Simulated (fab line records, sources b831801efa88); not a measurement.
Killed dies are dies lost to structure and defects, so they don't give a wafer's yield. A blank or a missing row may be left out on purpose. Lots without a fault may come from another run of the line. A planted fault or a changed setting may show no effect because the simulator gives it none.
Which tool did it? | flow sky130 | 13 lots, 39 wafers sampled, at 3 steps of a route of 708

WHAT THE GAUGES READ, wafer by wafer
SKY_VT_ADJUST_LVTN_OVL_MEAS_18.
lot  | measured     | on         | VT_ADJUST_LVTN_01_OVL (nm)
L427 | day 7 20:57  | overlay-01 | 3.0 3.3 2.0
L428 | day 8 03:19  | overlay-02 | 1.6 1.7 1.6
L430 | day 8 19:52  | overlay-01 | 0.5 1.2 -0.9
L432 | day 9 12:45  | overlay-01 | 1.3 1.0 1.7
L434 | day 9 22:39  | overlay-01 | -0.5 -0.8 -0.4
L441 | day 12 03:56 | overlay-02 | 0.3 1.2 1.0
L442 | day 12 16:26 | overlay-02 | 1.6 2.7 1.6
L443 | day 13 00:08 | overlay-02 | -0.9 0.5 -1.7
L444 | day 13 07:19 | overlay-02 | 2.3 2.0 0.3
L445 | day 13 09:41 | overlay-01 | 0.8 0.2 0.7
L446 | day 13 19:54 | overlay-01 | 1.2 0.9 2.2
L447 | day 14 04:06 | overlay-01 | 1.4 -0.3 -0.4
L449 | day 14 15:00 | overlay-01 | -1.0 1.1 -0.5

SKY_VT_ADJUST_HVTR_CD_MEAS_07: target cd 380 nm.
lot  | measured     | on        | cd_nm (nm)
L427 | day 9 17:22  | cd_sem-01 | 378.6 378.3 379.6
L428 | day 10 00:30 | cd_sem-02 | 381.2 380.0 377.3
L430 | day 10 18:16 | cd_sem-01 | 385.0 384.3 385.5
L432 | day 11 13:53 | cd_sem-01 | 378.4 376.5 376.9
L434 | day 12 00:57 | cd_sem-02 | 378.2 379.0 379.4
L441 | day 14 08:18 | cd_sem-02 | 379.2 378.1 379.7
L442 | day 14 19:29 | cd_sem-02 | 377.9 380.0 381.5
L443 | day 15 05:20 | cd_sem-02 | 380.1 378.4 381.0
L444 | day 15 13:31 | cd_sem-01 | 384.0 381.2 381.7
L445 | day 15 16:11 | cd_sem-02 | 384.5 383.7 384.5
L446 | day 16 04:39 | cd_sem-02 | 384.8 382.2 381.5
L447 | day 16 13:58 | cd_sem-01 | 377.6 377.1 379.3
L449 | day 17 02:02 | cd_sem-02 | 382.1 380.4 382.3

SKY_VT_ADJUST_HVTR_OVL_MEAS_08.
lot  | measured     | on         | VT_ADJUST_HVTR_OVL (nm)
L427 | day 9 17:29  | overlay-02 | -1.4 0.7 -0.2
L428 | day 10 00:35 | overlay-01 | 0.7 -1.6 -1.0
L430 | day 10 18:20 | overlay-01 | 1.8 0.9 0.8
L432 | day 11 14:01 | overlay-01 | -1.6 -0.2 1.1
L434 | day 12 01:04 | overlay-02 | 0.6 -0.2 -1.6
L441 | day 14 08:25 | overlay-01 | 1.6 3.0 2.2
L442 | day 14 19:37 | overlay-02 | 1.8 -0.5 0.4
L443 | day 15 05:28 | overlay-02 | -1.3 1.0 0.2
L444 | day 15 13:37 | overlay-01 | 0.4 -0.3 1.0
L445 | day 15 16:19 | overlay-02 | 0.7 1.7 0.7
L446 | day 16 04:46 | overlay-02 | 0.7 -0.3 -0.1
L447 | day 16 14:04 | overlay-01 | 1.2 2.7 0.7
L449 | day 17 02:10 | overlay-01 | 1.2 1.8 3.5

WHICH TOOL RAN EACH LOT (tool, then ch and the chambers of the sampled wafers, then the start)
The record holds no process step before these readings.

WHAT THE TOOLS THEMSELVES READ (means of the sampled wafers that have a number; where no wafer has one, the mark that the record gives instead)
The record holds no such reading with a usual standard deviation.

THE ANSWER, worked out from the rows above alone
Rule: what is usual is taken from the lots themselves. Put in order of their means at a reading, lots are off if they are a third of the lots or fewer, leave a main group of 4 or more, and stand apart from it by a gap of 3 or more times the standard deviation of the main group's means; of several such gaps the widest counts. A main group whose means are all the same, to the digits that the tables above print for the reading, isn't used. A lot without any number at a reading at which 4 lots or more have one is off too. The other lots that the step has rows for count as sound. The gauges are gone through in route order, then the tools' own readings, and for those a lot's mean is taken as printed above. The first step at which some lot is off is used, and at that step the reading that is off furthest; a lot without a number counts as furthest.
No lot is off at any reading shown: from this, nothing can be told.

WHAT THE SIMULATOR HAD PUT IN
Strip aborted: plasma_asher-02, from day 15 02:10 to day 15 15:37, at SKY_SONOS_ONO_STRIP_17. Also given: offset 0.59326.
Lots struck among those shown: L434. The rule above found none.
